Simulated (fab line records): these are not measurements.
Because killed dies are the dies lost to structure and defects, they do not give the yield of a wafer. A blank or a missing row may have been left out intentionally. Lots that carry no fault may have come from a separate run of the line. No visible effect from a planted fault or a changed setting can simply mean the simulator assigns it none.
fab line records | flow sky130
record lots=12 wafers=36 lastDay=50
route steps=708 shown VT_ADJUST_HVTP@93 VT_ADJUST_HVTR@141 VT_ADJUST_PCH@147 SONOS_TUNNEL@166 PAD_OPEN@708
lots with no fault: from the same line, run without faults
startH: hours from the record's first day to the start of the lot's first wafer shown | waitH: hours elapsed since this lot's preceding step | " unchanged from the row above | L1.1+2: several wafers, shown together as one row | - no value present, or no start provided | * or withheld: withheld | < > ~ a bound
route shown NAME@n: NAME is a module with steps in the file, n the number in the route of the first one | usual: mean/standard deviation taken from wafers without a fault | same: alike in all rows | chamber/n: place in a boat | sites: each site's reading | _std_site: their standard deviation | _edge_site: mean of outer sites minus mean of inner sites | radiusMm: for every site, how far away it sits from the centre of the wafer | mask NAME#n: copy n | behind: the tool/chamber that last shaped the wafer | hold: the reason the lot was held/the length of the hold in hours/how it ended | device: whichever transistor did not switch (one of n, p or np) | end of line: tests run on the same wafers once the route is complete | where a step has no rows: the recipe by itself | killed: dies lost to structure and defects at the first sort, not the wafer's yield | map: shows each die of a wafer: x if killed, . if not, _ if none is there
set.NAME: the run value of the setting; set.NAME@STEP: its run value at that earlier step | model.NAME: the simulator's own value behind a step, which no gauge read
steps of the route over a sample of lots; a table a step, a row a wafer
services: a tool's chamber out of use, with start hour (startH, from the record's first day; less than 0 if before it), hours out, and reason
## steps
# step SKY_VT_ADJUST_HVTP_OVL_MEAS_08
# usual VT_ADJUST_HVTP_OVL=-0.1/1.3
# columns lot.wafer tool chamber startH waitH VT_ADJUST_HVTP_OVL[nm]
L155.1 overlay-02 - 120.91 0.1 -0.5
L155.4 " - " " 1.2
L155.6 " - " " -0.4
L156.3 overlay-02 - 124.18 0.1 0.9
L156.4 " - " " -0.3
L156.5 " - " " -1.6
L159.4 overlay-01 - 142.34 0.1 -1.9
L159.5 " - " " -1.6
L159.6 " - " " -1.7
L160.2 overlay-01 - 150.58 0.1 1.3
L160.5 " - " " 0.1
L160.6 " - " " 2.0
L161.1 overlay-01 - 156.87 0.1 0.8
L161.2 " - " " 0.5
L161.4 " - " " -1.5
L165.1 overlay-02 - 179.93 0.1 0.8
L165.2 " - " " 1.0
L165.3 " - " " 0.4
L171.1 overlay-02 - 232.26 0.1 -1.3
L171.4 " - " " 0.0
L171.5 " - " " -0.4
L173.1 overlay-02 - 242.12 0.1 -1.4
L173.2 " - " " -0.8
L173.3 " - " " -1.4
L174.1 overlay-02 - 246.51 0.1 -2.0
L174.3 " - " " -1.5
L174.6 " - " " -1.9
L175.2 overlay-01 - 248.92 0.1 -1.0
L175.4 " - " " 1.4
L175.6 " - " " -0.2
L176.1 overlay-01 - 253.41 0.1 -0.2
L176.2 " - " " -0.9
L176.5 " - " " -1.4
L177.1 overlay-02 - 263.82 0.1 -1.6
L177.5 " - " " 1.2
L177.6 " - " " -0.8
# step SKY_VT_ADJUST_HVTR_STRIP_10
# recipe chemistry=O2/N2 powerW=1400 pressureMtorr=1500 platenTempC=withheld o2FlowSccm=3000 n2FlowSccm=300 overashFraction=0.5
# usual drypumpMotorCurrentA=6.2/0.4 oesProductAu=0.715/0.0046 stripTimeToEndpointS=14.20/0.031
# columns lot.wafer tool chamber startH waitH drypumpMotorCurrentA oesProductAu rfHoursCounterH stripTimeToEndpointS
L155.1 plasmaAsher-01 1 199.30 0.1 6.4 0.708 8 14.19
L155.4 " 1 " " 6.4 0.710 - 14.19
L155.6 " 0 " " 6.3 0.708 - 14.16
L156.3 plasmaAsher-04 0 204.83 0.1 5.2 0.712 - 14.27
L156.4 " 1 " " 6.8 0.724 - 14.24
L156.5 " 1 " " 6.8 0.720 - 14.24
L159.4 plasmaAsher-04 0 227.33 0.1 5.2 0.712 - 14.22
L159.5 " 1 " " 6.8 0.721 - 14.18
L159.6 " 0 " " 5.2 0.725 - 14.23
L160.2 plasmaAsher-04 1 235.94 0.1 6.8 0.704 56 14.23
L160.5 " 1 " " 6.8 0.713 - 14.21
L160.6 " 0 " " 5.2 0.719 - 14.16
L161.1 plasmaAsher-02 0 242.80 0.1 5.8 0.716 39 14.16
L161.2 " 1 " " 6.2 0.710 39 14.15
L161.4 " 0 " " 5.8 0.712 - 14.22
L165.1 plasmaAsher-02 1 270.00 0.1 6.2 0.714 43 14.22
L165.2 " 0 " " 5.8 0.716 43 14.20
L165.3 " 0 " " 5.8 0.723 - 14.20
L171.1 plasmaAsher-04 1 330.86 0.1 6.7 0.714 62 14.18
L171.4 " 0 " " 5.2 0.709 - 14.21
L171.5 " 0 " " 5.2 0.718 - 14.21
L173.1 plasmaAsher-01 0 343.36 0.1 6.3 0.720 24 14.15
L173.2 " 1 " " 6.4 0.725 24 14.15
L173.3 " 1 " " 6.4 0.713 - 14.16
L174.1 plasmaAsher-01 0 347.76 0.1 6.3 0.717 24 14.23
L174.3 " 0 " " 6.2 0.713 - 14.18
L174.6 " 0 " " 6.3 0.711 - 14.20
L175.2 plasmaAsher-02 0 351.60 0.1 5.9 0.716 52 14.19
L175.4 " 0 " " 5.8 0.716 - 14.24
L175.6 " 1 " " 6.2 0.720 - 14.22
L176.1 plasmaAsher-02 0 356.59 0.1 5.8 0.711 53 14.15
L176.2 " 1 " " 6.2 0.714 53 14.17
L176.5 " 0 " " 5.8 0.703 - 14.21
L177.1 plasmaAsher-01 0 368.11 0.1 6.3 0.717 27 14.16
L177.5 " 0 " " 6.3 0.716 - 14.14
L177.6 " 1 " " 6.4 0.718 - 14.14
# step SKY_VT_ADJUST_PCH_EXPOSE_04
# recipe maskId=NWM na=0.6 sourceShape=conventional sigmaOuter=0.6 polarization=unpolarized targetCdNm=840 doseMj=255
# columns lot.wafer tool chamber startH waitH mask
L155.1+4+6 ilineStepper-02 0 209.88 - NWM#0
L156.3+4+5 ilineStepper-01 0 216.49 - NWM#0
L159.4+5+6 ilineStepper-02 0 238.63 - NWM#0
L160.2+5+6 ilineStepper-01 0 247.32 - NWM#0
L161.1+2+4 ilineStepper-02 0 254.29 - NWM#0
L165.1+2+3 ilineStepper-01 0 281.98 - HVTRM#0
L171.1+4+5 ilineStepper-02 0 344.83 - NWM#0
L173.1+2+3 ilineStepper-02 0 357.01 - NWM#0
L174.1+3+6 ilineStepper-01 0 361.91 - NWM#0
L175.2+4+6 ilineStepper-01 0 365.23 - NWM#0
L176.1+2+5 ilineStepper-01 0 371.43 - NWM#0
L177.1+5+6 ilineStepper-02 0 382.30 - NWM#0
# step SKY_VT_ADJUST_PCH_OVL_MEAS_07
# usual VT_ADJUST_PCH_OVL=0.7/1.3
# columns lot.wafer tool chamber startH waitH VT_ADJUST_PCH_OVL[nm]
L155.1 overlay-01 - 221.09 - 0.4
L155.4 " - " " -1.3
L155.6 " - " " 2.1
L156.3 overlay-02 - 227.35 - 2.5
L156.4 " - " " 2.5
L156.5 " - " " 1.3
L159.4 overlay-01 - 249.86 - 1.5
L159.5 " - " " 0.4
L159.6 " - " " 0.4
L160.2 overlay-02 - 258.61 - -0.7
L160.5 " - " " -1.3
L160.6 " - " " -0.1
L161.1 overlay-02 - 266.79 - 1.0
L161.2 " - " " 0.5
L161.4 " - " " 1.9
L165.1 overlay-02 - 294.39 - -
L165.2 " - " " -
L165.3 " - " " -
L171.1 overlay-01 - 358.50 - 0.8
L171.4 " - " " 1.8
L171.5 " - " " 0.8
L173.1 overlay-02 - 371.65 - 2.1
L173.2 " - " " 0.4
L173.3 " - " " 1.4
L174.1 overlay-01 - 376.60 - 1.7
L174.3 " - " " 3.6
L174.6 " - " " 2.0
L175.2 overlay-01 - 379.20 - -0.1
L175.4 " - " " -0.9
L175.6 " - " " -0.4
L176.1 overlay-02 - 385.35 - -0.2
L176.2 " - " " 0.8
L176.5 " - " " 3.1
L177.1 overlay-02 - 396.39 - -0.1
L177.5 " - " " 1.4
L177.6 " - " " 1.2
# step SKY_VT_ADJUST_PCH_TW_MEAS_10
# usual VT_ADJUST_PCH_TW=143.4/2.2
# columns lot.wafer tool chamber startH waitH VT_ADJUST_PCH_TW
L155.1 filmMetro-03 - 221.38 0.1 140.5
L155.4 " - " " 141.4
L155.6 " - " " 139.9
L156.3 filmMetro-01 - 227.65 0.1 143.3
L156.4 " - " " 143.8
L156.5 " - " " 143.5
L159.4 filmMetro-04 - 250.16 0.1 146.2
L159.5 " - " " 145.7
L159.6 " - " " 145.8
L160.2 filmMetro-04 - 258.90 0.1 145.5
L160.5 " - " " 145.6
L160.6 " - " " 145.6
L161.1 filmMetro-01 - 267.08 0.1 143.3
L161.2 " - " " 143.2
L161.4 " - " " 143.4
L165.1 filmMetro-01 - 294.68 0.1 30.1
L165.2 " - " " 30.1
L165.3 " - " " 30.1
L171.1 filmMetro-04 - 358.79 0.1 146.5
L171.4 " - " " 146.9
L171.5 " - " " 146.8
L173.1 filmMetro-03 - 371.94 0.1 141.5
L173.2 " - " " 142.0
L173.3 " - " " 142.2
L174.1 filmMetro-03 - 376.89 0.1 141.8
L174.3 " - " " 142.4
L174.6 " - " " 141.5
L175.2 filmMetro-03 - 379.49 0.1 141.3
L175.4 " - " " 141.8
L175.6 " - " " 142.0
L176.1 filmMetro-03 - 385.64 0.1 140.8
L176.2 " - " " 140.6
L176.5 " - " " 141.7
L177.1 filmMetro-01 - 396.68 0.1 144.7
L177.5 " - " " 145.5
L177.6 " - " " 145.4
# step SKY_SONOS_TUNNEL_TW_MEAS_12
# usual SONOS_TUNNEL_TW=197.3/2.1
# columns lot.wafer tool chamber startH waitH SONOS_TUNNEL_TW
L155.1 filmMetro-03 - 244.17 0.0 195.7
L155.4 " - " " 195.8
L155.6 " - " " 195.3
L156.3 filmMetro-02 - 250.59 0.0 195.5
L156.4 " - " " 196.6
L156.5 " - " " 197.5
L159.4 filmMetro-02 - 274.69 0.0 198.1
L159.5 " - " " 198.0
L159.6 " - " " 197.2
L160.2 filmMetro-02 - 283.51 0.0 197.8
L160.5 " - " " 197.4
L160.6 " - " " 196.7
L161.1 filmMetro-01 - 291.94 0.0 198.0
L161.2 " - " " 197.2
L161.4 " - " " 198.2
L165.1 filmMetro-01 - 320.37 0.0 198.6
L165.2 " - " " 198.3
L165.3 " - " " 199.2
L171.1 filmMetro-01 - 387.75 0.0 200.4
L171.4 " - " " 200.2
L171.5 " - " " 201.1
L173.1 filmMetro-02 - 401.67 0.0 197.2
L173.2 " - " " 196.1
L173.3 " - " " 196.3
L174.1 filmMetro-02 - 406.77 0.0 196.9
L174.3 " - " " 197.5
L174.6 " - " " 197.3
L175.2 filmMetro-01 - 408.81 0.0 200.3
L175.4 " - " " 200.2
L175.6 " - " " 200.0
L176.1 filmMetro-03 - 415.93 0.0 195.3
L176.2 " - " " 195.1
L176.5 " - " " 195.3
L177.1 filmMetro-03 - 426.75 0.0 195.1
L177.5 " - " " 195.8
L177.6 " - " " 196.0
# step SKY_PAD_OPEN_PROBE_99
# usual killed_at_M0_to_M3=43/7.3 killed_at_M4_up=3.4/1.7 killedAtContacts=24/4.5 killedAtFrontEnd=16/4.4 killedAtOther=0.2/0.51 killedDies=86/9.7 killedOnRim=17/3.7 killedOpen=46/6.6 killedShort=39/7.1
# same grossDies=492 killedAtBackSide=0
# columns lot.wafer tool chamber startH waitH killed_at_M0_to_M3 killed_at_M4_up killedAtContacts killedAtFrontEnd killedAtOther killedDies killedOnRim killedOpen killedShort
L155.1 prober-02 - 1072.78 0.1 34 4 33 19 1 91 14 53 37
L155.4 prober-02 - 1072.93 0.2 35 7 27 24 1 94 23 55 38
L155.6 prober-02 - 1073.03 0.2 45 5 24 20 1 95 15 55 39
L165.1 prober-01 - 1129.91 0.1 47 2 20 423 0 492 96 50 31
L165.2 prober-01 - 1129.96 0.1 38 3 17 434 0 492 96 38 31
L165.3 prober-01 - 1130.01 0.2 40 2 27 423 0 492 96 37 47
L171.1 prober-01 - 1171.09 0.1 36 5 29 13 0 83 13 48 35
L171.4 prober-01 - 1171.24 0.2 55 4 26 22 0 107 24 64 43
L171.5 prober-01 - 1171.29 0.2 46 3 23 19 0 91 21 53 38
L173.1 prober-01 - 1185.29 0.1 41 5 23 18 0 87 12 51 36
L173.2 prober-01 - 1185.34 0.1 45 2 17 6 0 70 10 42 28
L173.3 prober-01 - 1185.39 0.2 40 1 22 23 1 87 17 42 45
L174.1 prober-01 - 1186.39 0.1 44 5 28 19 0 96 15 53 43
L174.3 prober-01 - 1186.49 0.2 37 4 21 10 0 72 16 39 32
L174.6 prober-01 - 1186.64 0.2 46 4 23 13 0 86 12 55 31
L175.2 prober-01 - 1190.95 0.1 44 4 14 10 0 72 19 40 32
L175.4 prober-01 - 1191.05 0.2 35 3 20 16 0 74 17 46 27
L175.6 prober-01 - 1191.15 0.2 40 5 27 15 2 89 13 41 48
L177.1 prober-01 - 1197.57 0.1 39 4 30 8 0 81 16 38 43
L177.5 prober-01 - 1197.77 0.2 34 2 27 3 0 66 17 39 27
L177.6 prober-01 - 1197.82 0.2 40 2 21 13 0 76 15 45 31
# killed by level:class
L155.1 LI_CONTACT:geometricParticle:open=13 VIA1:geometricParticle:open=9 METAL2:geometricParticle:short=9 CONTACT:geometricParticle:short=6 FIELD_ISO:geometricParticle:open=5 CONTACT:geometricParticle:open=5 VIA2:geometricParticle:open=5 LOCAL_INTERCONNECT:geometricParticle:short=4
L155.4 LI_CONTACT:geometricParticle:open=11 FIELD_ISO:geometricParticle:open=9 CONTACT:geometricParticle:open=8 POLY_GATE:geometricParticle:short=6 METAL2:geometricParticle:short=6 METAL1:geometricParticle:short=5 VIA1:geometricParticle:open=5 FIELD_ISO:geometricParticle:short=4
L155.6 VIA2:geometricParticle:open=10 VIA1:geometricParticle:open=8 VIA3:geometricParticle:open=7 FIELD_ISO:geometricParticle:short=6 LI_CONTACT:geometricParticle:open=6 CONTACT:geometricParticle:open=6 CONTACT:geometricParticle:short=5 VIA2:geometricParticle:short=5
L165.1 VT_ADJUST_PCH:areaExpose=411 VIA1:geometricParticle:open=17 METAL2:geometricParticle:short=8 CONTACT:geometricParticle:open=8 VIA3:geometricParticle:open=8 LI_CONTACT:geometricParticle:open=6 VIA1:geometricParticle:short=5 METAL1:geometricParticle:short=4
L165.2 VT_ADJUST_PCH:areaExpose=423 VIA1:geometricParticle:open=9 VIA3:geometricParticle:open=8 CONTACT:geometricParticle:short=6 CONTACT:geometricParticle:open=5 VIA1:geometricParticle:short=5 FIELD_ISO:geometricParticle:short=4 LI_CONTACT:geometricParticle:open=4
L165.3 VT_ADJUST_PCH:areaExpose=408 VIA1:geometricParticle:open=12 FIELD_ISO:geometricParticle:short=8 CONTACT:geometricParticle:short=6 LI_CONTACT:geometricParticle:open=5 LI_CONTACT:geometricParticle:short=5 VIA3:geometricParticle:open=5 VIA2:geometricParticle:short=5
L171.1 LI_CONTACT:geometricParticle:open=11 VIA1:geometricParticle:open=8 CONTACT:geometricParticle:open=8 METAL1:geometricParticle:short=6 METAL2:geometricParticle:short=6 FIELD_ISO:geometricParticle:open=5 VIA3:geometricParticle:open=5 CONTACT:geometricParticle:short=4
L171.4 VIA1:geometricParticle:open=13 FIELD_ISO:geometricParticle:open=8 CONTACT:geometricParticle:short=7 CONTACT:geometricParticle:open=6 VIA2:geometricParticle:open=6 LI_CONTACT:geometricParticle:open=5 METAL2:geometricParticle:short=5 VIA3:geometricParticle:open=5
L171.5 CONTACT:geometricParticle:open=9 VIA1:geometricParticle:open=9 VIA2:geometricParticle:open=8 METAL3:geometricParticle:short=7 LI_CONTACT:geometricParticle:open=6 CONTACT:geometricParticle:short=5 METAL2:geometricParticle:short=5 FIELD_ISO:geometricParticle:short=4
L173.1 VIA1:geometricParticle:open=17 LI_CONTACT:geometricParticle:open=8 CONTACT:geometricParticle:open=7 POLY_GATE:geometricParticle:short=6 VIA1:geometricParticle:short=5 POLY_GATE:geometricParticle:open=4 VIA3:geometricParticle:open=4 FIELD_ISO:geometricParticle:open=3
L173.2 VIA1:geometricParticle:open=13 CONTACT:geometricParticle:open=9 METAL2:geometricParticle:short=6 VIA2:geometricParticle:open=6 VIA1:geometricParticle:short=5 VIA3:geometricParticle:open=5 METAL1:geometricParticle:short=4 LOCAL_INTERCONNECT:geometricParticle:short=3
L173.3 VIA1:geometricParticle:open=12 CONTACT:geometricParticle:open=7 FIELD_ISO:geometricParticle:open=6 POLY_GATE:geometricParticle:open=6 VIA1:geometricParticle:short=6 CONTACT:geometricParticle:short=5 POLY_GATE:geometricParticle:short=5 METAL2:geometricParticle:short=5
L174.1 VIA1:geometricParticle:open=12 VIA2:geometricParticle:open=9 LI_CONTACT:geometricParticle:open=8 CONTACT:geometricParticle:short=8 POLY_GATE:geometricParticle:open=6 VIA3:geometricParticle:open=6 CONTACT:geometricParticle:open=6 FIELD_ISO:geometricParticle:short=4
L174.3 CONTACT:geometricParticle:open=11 VIA1:geometricParticle:open=9 VIA1:geometricParticle:short=6 VIA3:geometricParticle:open=6 VIA2:geometricParticle:open=5 POLY_GATE:geometricParticle:short=4 LI_CONTACT:geometricParticle:open=4 CONTACT:geometricParticle:short=4
L174.6 VIA1:geometricParticle:open=11 LI_CONTACT:geometricParticle:open=9 VIA1:geometricParticle:short=7 VIA2:geometricParticle:open=7 VIA3:geometricParticle:open=6 CONTACT:geometricParticle:open=5 FIELD_ISO:geometricParticle:open=4 METAL1:geometricParticle:short=4
L175.2 VIA2:geometricParticle:open=10 VIA1:geometricParticle:short=7 VIA3:geometricParticle:open=7 LI_CONTACT:geometricParticle:open=6 FIELD_ISO:geometricParticle:short=5 METAL1:geometricParticle:short=5 VIA1:geometricParticle:open=5 FIELD_ISO:geometricParticle:open=3
L175.4 VIA2:geometricParticle:open=10 POLY_GATE:geometricParticle:open=7 CONTACT:geometricParticle:open=6 LOCAL_INTERCONNECT:geometricParticle:short=6 VIA1:geometricParticle:open=6 LI_CONTACT:geometricParticle:open=5 VIA1:geometricParticle:short=4 VIA3:geometricParticle:open=4
L175.6 VIA1:geometricParticle:open=10 CONTACT:geometricParticle:open=8 LI_CONTACT:geometricParticle:open=7 FIELD_ISO:geometricParticle:short=5 POLY_GATE:geometricParticle:open=5 VIA1:geometricParticle:short=5 METAL2:geometricParticle:short=5 VIA2:geometricParticle:open=5
L177.1 CONTACT:geometricParticle:short=9 LI_CONTACT:geometricParticle:open=8 CONTACT:geometricParticle:open=8 METAL2:geometricParticle:short=8 VIA2:geometricParticle:open=7 VIA1:geometricParticle:open=6 METAL1:geometricParticle:short=5 FIELD_ISO:geometricParticle:short=4
L177.5 LI_CONTACT:geometricParticle:open=7 CONTACT:geometricParticle:open=7 VIA1:geometricParticle:open=7 VIA2:geometricParticle:open=6 LI_CONTACT:geometricParticle:short=5 VIA3:geometricParticle:open=4 LOCAL_INTERCONNECT:geometricParticle:short=3 METAL1:geometricParticle:short=3
L177.6 LI_CONTACT:geometricParticle:open=10 VIA1:geometricParticle:open=9 CONTACT:geometricParticle:open=7 FIELD_ISO:geometricParticle:short=5 POLY_GATE:geometricParticle:open=5 METAL1:geometricParticle:short=5 VIA1:geometricParticle:short=5 VIA3:geometricParticle:open=5
## services
# columns tool chamber startH hours kind
plasmaAsher-04 - 196.80 0.9 repair
ilineStepper-02 - 229.26 2.1 repair
plasmaAsher-04 - 242.77 28.1 pm
ilineStepper-01 - 248.67 1.7 pm
plasmaAsher-04 - 270.87 15.6 pm
plasmaAsher-02 - 271.41 2.8 pm
ilineStepper-02 - 284.00 4.4 pm
ilineStepper-01 - 296.91 4.4 pm
ilineStepper-02 - 298.47 15.2 repair
plasmaAsher-04 - 331.65 25.1 repair
ilineStepper-02 0 357.96 - calibration
ilineStepper-02 - 372.01 1.7 pm
## key
firstSign step=SKY_VT_ADJUST_PCH_EXPOSE_04 reading=mask direction=changed
effect step=SKY_VT_ADJUST_PCH_OVL_MEAS_07 reading=VT_ADJUST_PCH_OVL direction=missing
effect step=SKY_VT_ADJUST_PCH_TW_MEAS_10 reading=VT_ADJUST_PCH_TW direction=down sigmas=51 usual=143.4 struck=30.1
effect step=SKY_PAD_OPEN_PROBE_99 reading=killedAtFrontEnd direction=up sigmas=94 usual=16 struck=427
moreKillsBornAt SKY_VT_ADJUST_PCH_EXPOSE_04@ilineStepper-01=1242
metAt SKY_VT_ADJUST_PCH_EXPOSE_04
struckLots L165
testerLeftOut L165
notActingAt SKY_VT_ADJUST_HVTP_OVL_MEAS_08,SKY_VT_ADJUST_HVTR_STRIP_10,SKY_SONOS_TUNNEL_TW_MEAS_12
onsetBetween 247.32 281.98
fault kind=wrongMask tool=any chamber=- onsetH=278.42 steps=SKY_VT_ADJUST_PCH_EXPOSE_04 auxCopy=HVTRM#0 scope=struckLotsOnly
# testerLeftOut: of these lots the tester's yield and bins aren't shown, on N5 and GAA mostly nor the transistor test; their killed dies are dies lost to structure and defects alone, not to doping, threshold or leakage, so they don't give the yield
